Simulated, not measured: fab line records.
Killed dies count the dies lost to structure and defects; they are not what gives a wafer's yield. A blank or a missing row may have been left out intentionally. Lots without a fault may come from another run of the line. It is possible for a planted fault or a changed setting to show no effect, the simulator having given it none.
A lot that was struck, set against a sound lot -- flow sfqLine -- 25 out of 325 route steps
Sound: wafers L131.1, L131.4, L131.5. Struck: wafers L149.5, L149.6 (left out: L149.1, a lot-mate that was not struck); the cause follows at the end.
Each step with rows lists, per side, the tool, then ch with its chambers, then its first start. Under that, the readings that differ: sound wafers -- struck wafers -- difference of the means -- sigmas: that difference in standard deviations of wafers without a fault.
alike: same words and numbers on both sides, and readings whose means sit less than 2 such deviations apart. not compared: any withheld reading, any reading some wafer has no value for, any bound like >300 that may hide the same value, and any number with overlapping values for which the record gives no deviation.
Wherever a step has rows on one side only, a row that says differs or no value, or a row with sigmas, the two part there. Numbers that don't overlap but have no deviation are shown without sigmas and don't part them. Lack of a reading on every wafer of one side parts them only where that side has two or more wafers.

first, 6 steps without rows for these wafers: SFQ_TRILAYER_M7_LITHO_COAT_182 (resist thk 62 nm); SFQ_TRILAYER_M7_LITHO_COAT_177 (resist thk 600 nm); SFQ_TRILAYER_M7_LITHO_SOFTBAKE_181; SFQ_TRILAYER_M7_LITHO_EXPOSE_178 (exposes mask M7, target cd 500 nm); SFQ_TRILAYER_M7_LITHO_PEB_180 (peb time 60 s); SFQ_TRILAYER_M7_LITHO_DEVELOP_179 (time 60 s).
SFQ_M7_OVL_MEAS_945:
  sound on overlay-01 at day 78 07:58; struck on overlay-02 at day 86 05:46
  alike: M7_OVL
SFQ_TRILAYER_M7_BARC_OPEN_METAL_ETCH_229: etches BARC in O2, target depth 125 nm, time 41.7 s.
  sound on rieMetal-02 ch 0,1, day 78 08:01; struck on rieMetal-01 ch 1, day 86 05:47
  alike: drypumpMotorCurrentA, oesProductAu
  not compared: rfHoursCounterH
SFQ_TRILAYER_M7_ETCH_METAL_ETCH_180: etches Nb in Cl2/Ar, stops on SiO2, target depth 240 nm, time 120 s.
  sound on rieMetal-02 ch 0,1, day 78 08:04; struck on rieMetal-01 ch 1, day 86 05:55
  alike: drypumpMotorCurrentA, oesProductAu
  not compared: rfHoursCounterH
SFQ_TRILAYER_M7_STRIP_STRIP_181: strips in O2.
  sound on rieMetal-02 ch 0,1, day 78 08:11; struck on rieMetal-01 ch 1, day 86 06:10
  alike: drypumpMotorCurrentA, oesProductAu, platenTempC
  not compared: rfHoursCounterH
then, 1 step without rows for these wafers: SFQ_TRILAYER_M7_STRIP_SOLV_CLEAN_182 (cleans in NMP, time 600 s).
SFQ_TRILAYER_I7_DEP_PECVD_183: deposits SiO2 from SiH4/N2O, time 111.11 s, target thk 500 nm.
  sound on pecvd-04 ch 0,1, day 78 08:58; struck on pecvd-04 ch 0,1, day 86 07:32
  alike: heaterPowerW, throttleValvePct
SFQ_TRILAYER_I7_CMP_CMP_184: polishes SiO2.
  sound on cmp-01 ch 0,3, day 79 05:33; struck on cmp-01 ch 2,3, day 86 12:35
reading,sound,struck,difference,sigmas
timeToEndpointS (s),204 214 218,184 186,-27,-4
model.SiO2_of_TRILAYER_I7_DEP_PECVD_183.thkNm (nm),197.9 197.9 198.1,250.4 250.5,+52.5,
  alike: motorCurrentA
SFQ_I7_BOW_MEAS_946:
  sound on filmMetro-03 at day 79 08:33; struck on filmMetro-03 at day 86 13:35
  alike: I7_BOW
SFQ_TRILAYER_I7_METRO_MEASURE_185:
  sound on filmMetro-03 at day 79 08:40; struck on filmMetro-03 at day 86 13:42
reading,sound,struck,difference,sigmas
thkNm (nm),197.9 198.0 198.3,250.4 250.4,+52.3,+52
then, 6 steps without rows for these wafers: SFQ_TRILAYER_I7_VIA_LITHO_COAT_192 (resist thk 62 nm); SFQ_TRILAYER_I7_VIA_LITHO_COAT_187 (resist thk 650 nm); SFQ_TRILAYER_I7_VIA_LITHO_SOFTBAKE_191; SFQ_TRILAYER_I7_VIA_LITHO_EXPOSE_188 (exposes mask I7, target cd 1000 nm); SFQ_TRILAYER_I7_VIA_LITHO_PEB_190 (peb time 60 s); SFQ_TRILAYER_I7_VIA_LITHO_DEVELOP_189 (time 60 s).
-- the record jumps here: 3 days lie between the struck wafers' starts before and after --
SFQ_I7_OVL_MEAS_947:
  sound on overlay-01 at day 83 05:08; struck on overlay-02 at day 89 16:08
  alike: I7_OVL
SFQ_TRILAYER_I7_VIA_BARC_OPEN_VIA_ETCH_260: etches BARC in O2, target depth 125 nm, time 41.7 s.
  sound on rieDiel-03 ch 0,3, day 83 05:10; struck on rieDiel-01 ch 1,2, day 89 16:11
  alike: drypumpMotorCurrentA, oesProductAu
  not compared: rfHoursCounterH
SFQ_TRILAYER_I7_VIA_ETCH_VIA_ETCH_190: etches SiO2 in CHF3, stops on Nb, target depth 260 nm.
  sound on rieDiel-03 ch 0,3, day 83 05:13; struck on rieDiel-01 ch 1,2, day 89 16:13
reading,sound,struck,difference,sigmas
oesProductAu (a.u.),0.851 0.854 0.840,0.972 0.966,+0.121,+24
model.etch.depthNm (nm),197.9 197.9 198.1,250.4 250.5,+52.5,
model.I7.featureDepthNm (nm),197.9 197.9 198.1,250.4 250.5,+52.5,
  alike: drypumpMotorCurrentA
then, 1 step without rows for these wafers: SFQ_TRILAYER_I7_VIA_STRIP_STRIP_191 (strips in O2).

WHERE THEY PART
At SFQ_TRILAYER_I7_CMP_CMP_184 first; at SFQ_TRILAYER_I7_VIA_ETCH_VIA_ETCH_190 last (within this record only).

WHY: what the simulator had put in
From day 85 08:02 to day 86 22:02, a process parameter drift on cmp-01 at SFQ_TRILAYER_I7_CMP_CMP_184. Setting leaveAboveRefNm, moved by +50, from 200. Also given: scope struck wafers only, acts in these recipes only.
